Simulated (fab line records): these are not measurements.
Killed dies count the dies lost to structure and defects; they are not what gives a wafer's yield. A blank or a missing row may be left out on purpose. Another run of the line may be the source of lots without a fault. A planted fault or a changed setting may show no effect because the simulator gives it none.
Matching of chambers / flow sfq_line / SFQ_TRILAYER_I2_CMP_CMP_064 on cmp-02: 4 sister chambers
The step polishes SiO2. 4 wafers are shown with their chamber, then 9 later ones without.

## WAFERS WITH THEIR CHAMBER
wafer=L995.2; chamber=3; motor_current_A (A)=10.9
wafer=L103.4; chamber=2; motor_current_A (A)=11.0
wafer=L103.3; chamber=0; motor_current_A (A)=11.1
wafer=L103.5; chamber=1; motor_current_A (A)=11.3

## WAFERS WITHOUT THEIR CHAMBER
wafer=L106.2; motor_current_A (A)=9.7
wafer=L106.4; motor_current_A (A)=11.3
wafer=L106.5; motor_current_A (A)=10.1
wafer=L108.3; motor_current_A (A)=10.8
wafer=L108.5; motor_current_A (A)=11.1
wafer=L108.6; motor_current_A (A)=10.9
wafer=L110.1; motor_current_A (A)=10.7
wafer=L110.3; motor_current_A (A)=10.9
wafer=L110.5; motor_current_A (A)=10.4

## WHICH CHAMBER EACH WENT THROUGH
wafer=L106.2; from the rows above=can't be placed: 3 or 2 or 0 or 1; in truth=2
wafer=L106.4; from the rows above=can't be placed: 1 or 0 or 2 or 3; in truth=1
wafer=L106.5; from the rows above=can't be placed: 3 or 2 or 0 or 1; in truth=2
wafer=L108.3; from the rows above=can't be placed: 3 or 2 or 0 or 1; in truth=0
wafer=L108.5; from the rows above=can't be placed: 0 or 2 or 3 or 1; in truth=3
wafer=L108.6; from the rows above=can't be placed: 3 or 2 or 0 or 1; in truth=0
wafer=L110.1; from the rows above=can't be placed: 3 or 2 or 0 or 1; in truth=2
wafer=L110.3; from the rows above=can't be placed: 3 or 2 or 0 or 1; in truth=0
wafer=L110.5; from the rows above=can't be placed: 3 or 2 or 0 or 1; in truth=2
Placed correctly: 0 of 9. Not placeable from these rows: 9 (in 9, the candidates include the true chamber). 0 placed wrongly.
How it was worked out, from the rows above alone: a wafer's distance from a chamber is the root of the sum, over the readings, of the square of ((its reading less the chamber's mean) divided by the reading's scatter). If the next closest chamber is less than 2 further off than the closest, the wafer can't be placed; otherwise it belongs to the closest. The mean given for a chamber averages the wafers shown for that chamber. The scatter: root of mean squared gap, hidden wafer to nearest shown wafer, with one shown wafer a chamber.
